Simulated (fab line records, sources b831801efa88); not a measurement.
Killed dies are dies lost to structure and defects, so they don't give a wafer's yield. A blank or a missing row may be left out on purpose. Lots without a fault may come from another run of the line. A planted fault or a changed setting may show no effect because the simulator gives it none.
Which tool did it? | flow gf180mcu | 24 lots, 72 wafers sampled, at 6 steps of a route of 602

WHAT THE GAUGES READ, wafer by wafer
GF_M3_THK_MEAS_06: measures by xrf. Usual: M3_ALCU_THK 448 nm, standard deviation 5.
lot  | measured     | on            | M3_ALCU_THK (nm) | flag
L074 | day 20 09:46 | film_metro-04 | 442 446 446      |
L075 | day 20 20:58 | film_metro-02 | 442 442 440      |
L076 | day 21 01:47 | film_metro-02 | 439 444 445      |
L077 | day 21 11:54 | film_metro-04 | 450 444 452      |
L078 | day 22 03:04 | film_metro-03 | 440 455 445      |
L079 | day 22 10:43 | film_metro-04 | 445 445 435      |
L080 | day 22 18:57 | film_metro-04 | 446 442 445      |
L081 | day 23 06:35 | film_metro-04 | 450 457 448      |
L082 | day 23 14:02 | film_metro-03 | 447 442 445      |
L083 | day 23 17:16 | film_metro-03 | 450 449 439      |
L084 | day 24 04:27 | film_metro-04 | 445 453 448      |
L085 | day 24 09:50 | film_metro-04 | 451 446 449      |
L086 | day 24 15:29 | film_metro-04 | 457 455 456      |
L087 | day 24 21:40 | film_metro-02 | 446 451 450      |
L088 | day 25 11:01 | film_metro-03 | 439 438 441      |
L089 | day 25 16:27 | film_metro-04 | 440 449 448      |
L090 | day 25 22:12 | film_metro-04 | 449 445 446      |
L091 | day 26 11:50 | film_metro-04 | 446 452 446      |
L092 | day 26 12:26 | film_metro-03 | 451 453 450      |
L093 | day 26 17:28 | film_metro-04 | 445 451 447      |
L094 | day 27 03:47 | film_metro-04 | 455 452 457      |
L095 | day 27 13:02 | film_metro-04 | 467 456 459      |
L096 | day 27 19:17 | film_metro-03 | 451 450 455      |
L097 | day 28 02:03 | film_metro-04 | 453 451 450      |

GF_V5_THK_MEAS_01. Usual: V5_CVD_00_THK 301.5 nm, standard deviation 2.6.
lot  | measured     | on            | V5_CVD_00_THK (nm) | flag
L074 | day 26 08:34 | film_metro-01 | 301.8 303.2 304.7  |
L075 | day 26 17:34 | film_metro-02 | 301.3 302.9 302.3  |
L076 | day 26 19:41 | film_metro-02 | 297.4 298.5 301.0  |
L077 | day 27 06:02 | film_metro-04 | 299.3 298.9 300.9  |
L078 | day 27 18:37 | film_metro-04 | 305.4 302.2 305.9  |
L079 | day 28 02:19 | film_metro-01 | 306.2 306.4 303.1  |
L080 | day 28 09:51 | film_metro-04 | 303.0 303.8 302.2  |
L081 | day 28 18:16 | film_metro-02 | 300.6 300.1 305.4  |
L082 | day 29 02:20 | film_metro-01 | 295.9 298.4 299.9  |
L083 | day 29 03:28 | film_metro-04 | 299.3 301.7 302.6  |
L084 | day 29 13:46 | film_metro-02 | 296.6 303.1 301.2  |
L085 | day 29 17:46 | film_metro-02 | 300.4 301.3 300.8  |
L086 | day 30 00:14 | film_metro-01 | 300.5 297.1 300.4  |
L087 | day 30 04:53 | film_metro-01 | 305.6 301.7 302.9  |
L088 | day 30 15:17 | film_metro-01 | 302.4 302.0 303.9  |
L089 | day 30 18:59 | film_metro-04 | 302.1 302.0 301.7  |
L090 | day 31 01:40 | film_metro-04 | 298.2 298.2 297.2  |
L091 | day 31 12:58 | film_metro-02 | 304.6 303.1 301.8  |
L092 | day 31 14:49 | film_metro-01 | 303.2 303.8 299.8  |
L093 | day 31 19:24 | film_metro-04 | 302.3 294.8 297.7  |
L094 | day 32 02:50 | film_metro-01 | 303.7 306.7 303.0  |
L095 | day 32 09:35 | film_metro-04 | 301.0 301.9 301.3  |
L096 | day 32 15:58 | film_metro-04 | 301.5 299.8 301.3  |
L097 | day 32 20:13 | film_metro-04 | 298.6 298.5 299.3  |

GF_PASSIVATION_THK_MEAS_01. Usual: PASSIVATION_CVD_00_THK 1005 nm, standard deviation 15.
lot  | measured     | on            | PASSIVATION_CVD_00_THK (nm) | flag
L074 | day 28 03:49 | film_metro-03 | 1010 1006 1042              |
L075 | day 28 12:20 | film_metro-03 | 1002 997 1021               |
L076 | day 28 14:51 | film_metro-01 | 991 1004 1035               |
L077 | day 29 00:52 | film_metro-01 | 1039 1029 1036              |
L078 | day 29 11:40 | film_metro-03 | 1004 993 1007               |
L079 | day 29 19:50 | film_metro-03 | 1016 1042 1035              |
L080 | day 30 03:16 | film_metro-03 | 1002 1021 1010              |
L081 | day 30 10:56 | film_metro-01 | 1001 1008 1024              |
L082 | day 30 18:28 | film_metro-01 | 1003 1010 1001              |
L083 | day 30 20:04 | film_metro-03 | 997 1016 1034               |
L084 | day 31 05:03 | film_metro-01 | 986 998 1008                |
L085 | day 31 08:47 | film_metro-03 | 988 1006 1010               |
L086 | day 31 14:44 | film_metro-03 | 989 996 1012                |
L087 | day 31 19:34 | film_metro-03 | 1015 1010 1018              |
L088 | day 32 04:37 | film_metro-02 | 992 1020 995                |
L089 | day 32 08:25 | film_metro-02 | 989 1002 1008               |
L090 | day 32 15:42 | film_metro-01 | 986 1006 1007               |
L091 | day 33 01:37 | film_metro-03 | 995 1016 1015               |
L092 | day 33 02:54 | film_metro-03 | 999 1008 1023               |
L093 | day 33 07:18 | film_metro-02 | 992 1007 1007               |
L094 | day 33 14:24 | film_metro-03 | 1003 990 1016               |
L095 | day 33 19:57 | film_metro-01 | 996 983 1003                |
L096 | day 34 02:17 | film_metro-03 | 992 978 1005                |
L097 | day 34 06:37 | film_metro-01 | 971 976 998                 |

WHICH TOOL RAN EACH LOT (tool, then ch and the chambers of the sampled wafers, then the start)
lot  | GF_M2_SPUTTER_02             | GF_M3_SPUTTER_00             | GF_V3_ETCH_17
L074 | pvd_sputter-02, day 18 06:05 | pvd_sputter-01, day 20 09:26 | rie_diel-02 ch 0,1,3, day 26 08:34 or earlier
L075 | pvd_sputter-03, day 18 16:33 | pvd_sputter-04, day 20 20:37 | rie_diel-03 ch 1,3, day 26 17:34 or earlier
L076 | pvd_sputter-03, day 18 20:46 | pvd_sputter-03, day 21 01:27 | rie_diel-01 ch 0,1,3, day 26 19:41 or earlier
L077 | pvd_sputter-01, day 19 08:02 | pvd_sputter-04, day 21 11:30 | rie_diel-01 ch 1,2,3, day 27 06:02 or earlier
L078 | pvd_sputter-02, day 20 00:07 | pvd_sputter-03, day 22 02:43 | rie_diel-02 ch 0,1, day 27 18:37 or earlier
L079 | pvd_sputter-01, day 20 08:59 | pvd_sputter-04, day 22 10:22 | rie_diel-01 ch 1,2, day 28 02:19 or earlier
L080 | pvd_sputter-03, day 20 16:08 | pvd_sputter-03, day 22 18:35 | rie_diel-02 ch 0,1, day 28 09:51 or earlier
L081 | pvd_sputter-03, day 21 03:34 | pvd_sputter-04, day 23 06:14 | rie_diel-03 ch 2,3, day 28 18:16 or earlier
L082 | pvd_sputter-03, day 21 11:56 | pvd_sputter-04, day 23 13:41 | rie_diel-01 ch 0,2,3, day 29 02:20 or earlier
L083 | pvd_sputter-01, day 21 15:14 | pvd_sputter-04, day 23 16:56 | rie_diel-01 ch 2,3, day 29 03:28 or earlier
L084 | pvd_sputter-01, day 22 03:31 | pvd_sputter-01, day 24 04:07 | rie_diel-03 ch 0,1,2, day 29 13:46 or earlier
L085 | pvd_sputter-01, day 22 09:59 | pvd_sputter-01, day 24 09:30 | rie_diel-02 ch 0,3, day 29 17:46 or earlier
L086 | pvd_sputter-01, day 22 15:38 | pvd_sputter-03, day 24 15:08 | rie_diel-02 ch 1,2, day 30 00:14 or earlier
L087 | pvd_sputter-01, day 22 21:43 | pvd_sputter-04, day 24 21:18 | rie_diel-01 ch 2,3, day 30 04:53 or earlier
L088 | pvd_sputter-02, day 23 11:31 | pvd_sputter-01, day 25 10:41 | rie_diel-02 ch 2,3, day 30 15:17 or earlier
L089 | pvd_sputter-03, day 23 17:26 | pvd_sputter-04, day 25 16:06 | rie_diel-01 ch 0,2,3, day 30 18:59 or earlier
L090 | pvd_sputter-01, day 23 23:05 | pvd_sputter-03, day 25 21:50 | rie_diel-03 ch 0,2,3, day 31 01:40 or earlier
L091 | pvd_sputter-03, day 24 13:50 | pvd_sputter-03, day 26 11:29 | rie_diel-03 ch 2,3, day 31 12:58 or earlier
L092 | pvd_sputter-01, day 24 14:41 | pvd_sputter-01, day 26 12:05 | rie_diel-01 ch 0,1,3, day 31 14:49 or earlier
L093 | pvd_sputter-02, day 24 21:04 | pvd_sputter-01, day 26 17:06 | rie_diel-01 ch 1,2,3, day 31 19:24 or earlier
L094 | pvd_sputter-01, day 25 08:01 | pvd_sputter-01, day 27 03:27 | rie_diel-03 ch 0,2,3, day 32 02:50 or earlier
L095 | pvd_sputter-01, day 25 16:50 | pvd_sputter-04, day 27 12:41 | rie_diel-03 ch 0,1,3, day 32 09:35 or earlier
L096 | pvd_sputter-02, day 25 22:32 | pvd_sputter-01, day 27 18:55 | rie_diel-02 ch 0,3, day 32 15:58 or earlier
L097 | pvd_sputter-03, day 26 07:16 | pvd_sputter-01, day 28 01:41 | rie_diel-02 ch 1,2,3, day 32 20:13 or earlier
- GF_M2_SPUTTER_02: material AlCu, target thk 450 nm, time 23.9 s.
- GF_M3_SPUTTER_00: material Ti, target thk 37.5 nm, time 150 s.
- GF_V3_ETCH_17: etches SiO2 in C4F8/O2/Ar, stops on TiN, target depth 635 nm.

WHAT THE TOOLS THEMSELVES READ (means of the sampled wafers that have a number; where no wafer has one, the mark that the record gives instead)
GF_M2_SPUTTER_02. Usual: throttle_valve_pct 30.0 %, standard deviation 1.1.
lot  | tool           | throttle_valve_pct (%) | flag
L074 | pvd_sputter-02 | 30.0                   |
L075 | pvd_sputter-03 | 29.0                   |
L076 | pvd_sputter-03 | 29.8                   |
L077 | pvd_sputter-01 | 30.0                   |
L078 | pvd_sputter-02 | 29.7                   |
L079 | pvd_sputter-01 | 30.9                   |
L080 | pvd_sputter-03 | 30.1                   |
L081 | pvd_sputter-03 | 30.8                   |
L082 | pvd_sputter-03 | 30.8                   |
L083 | pvd_sputter-01 | 30.4                   |
L084 | pvd_sputter-01 | 29.0                   |
L085 | pvd_sputter-01 | 30.2                   |
L086 | pvd_sputter-01 | 29.3                   |
L087 | pvd_sputter-01 | 30.7                   |
L088 | pvd_sputter-02 | 29.2                   |
L089 | pvd_sputter-03 | 31.1                   |
L090 | pvd_sputter-01 | 29.8                   |
L091 | pvd_sputter-03 | 30.2                   |
L092 | pvd_sputter-01 | 29.6                   |
L093 | pvd_sputter-02 | 30.7                   |
L094 | pvd_sputter-01 | 30.5                   |
L095 | pvd_sputter-01 | 30.0                   |
L096 | pvd_sputter-02 | 29.9                   |
L097 | pvd_sputter-03 | 30.1                   |

GF_M3_SPUTTER_00. Usual: throttle_valve_pct 30.3 %, standard deviation 1.1.
lot  | tool           | throttle_valve_pct (%) | flag
L074 | pvd_sputter-01 | 30.3                   |
L075 | pvd_sputter-04 | 29.8                   |
L076 | pvd_sputter-03 | 29.8                   |
L077 | pvd_sputter-04 | 30.5                   |
L078 | pvd_sputter-03 | 30.2                   |
L079 | pvd_sputter-04 | 30.1                   |
L080 | pvd_sputter-03 | 30.0                   |
L081 | pvd_sputter-04 | 31.0                   |
L082 | pvd_sputter-04 | 30.8                   |
L083 | pvd_sputter-04 | 30.5                   |
L084 | pvd_sputter-01 | 30.8                   |
L085 | pvd_sputter-01 | 30.9                   |
L086 | pvd_sputter-03 | 30.2                   |
L087 | pvd_sputter-04 | 30.5                   |
L088 | pvd_sputter-01 | 29.8                   |
L089 | pvd_sputter-04 | 30.9                   |
L090 | pvd_sputter-03 | 30.1                   |
L091 | pvd_sputter-03 | 30.0                   |
L092 | pvd_sputter-01 | 30.7                   |
L093 | pvd_sputter-01 | 30.6                   |
L094 | pvd_sputter-01 | 29.9                   |
L095 | pvd_sputter-04 | 30.4                   |
L096 | pvd_sputter-01 | 29.4                   |
L097 | pvd_sputter-01 | 29.8                   |

GF_V3_ETCH_17. Usual: oes_product_au 0.856 a.u., standard deviation 0.0048; rf_fwd_power_W 1492 W, standard deviation 4.7.
lot  | tool        | oes_product_au (a.u.) | rf_fwd_power_W (W) | flag
L074 | rie_diel-02 | 0.857                 | 1488               |
L075 | rie_diel-03 | 0.853                 | 1493               |
L076 | rie_diel-01 | 0.853                 | 1494               |
L077 | rie_diel-01 | 0.855                 | 1492               |
L078 | rie_diel-02 | 0.856                 | 1494               |
L079 | rie_diel-01 | 0.857                 | 1496               |
L080 | rie_diel-02 | 0.851                 | 1491               |
L081 | rie_diel-03 | 0.854                 | 1494               |
L082 | rie_diel-01 | 0.856                 | 1489               |
L083 | rie_diel-01 | 0.858                 | 1491               |
L084 | rie_diel-03 | 0.857                 | 1490               |
L085 | rie_diel-02 | 0.856                 | 1497               |
L086 | rie_diel-02 | 0.855                 | 1493               |
L087 | rie_diel-01 | 0.856                 | 1485               |
L088 | rie_diel-02 | 0.858                 | 1500               |
L089 | rie_diel-01 | 0.851                 | 1490               |
L090 | rie_diel-03 | 0.863                 | 1492               |
L091 | rie_diel-03 | 0.860                 | 1493               |
L092 | rie_diel-01 | 0.858                 | 1492               |
L093 | rie_diel-01 | 0.853                 | 1493               |
L094 | rie_diel-03 | 0.858                 | 1494               |
L095 | rie_diel-03 | 0.857                 | 1498               |
L096 | rie_diel-02 | 0.855                 | 1492               |
L097 | rie_diel-02 | 0.858                 | 1488               |

THE ANSWER, worked out from the rows above alone
Rule: a lot is off if the mean of its wafers that have a number lies more than 3 standard deviations from the usual mean. A lot without any number at a reading at which 4 lots or more have one is off too. The other lots that the step has rows for count as sound. The gauges are gone through in route order, then the tools' own readings, and for those a lot's mean is taken as printed above. The first step at which some lot is off is used, and at that step the reading that is off furthest; a lot without a number counts as furthest.
No lot is off at any reading shown: from this, nothing can be told.

WHAT THE SIMULATOR HAD PUT IN
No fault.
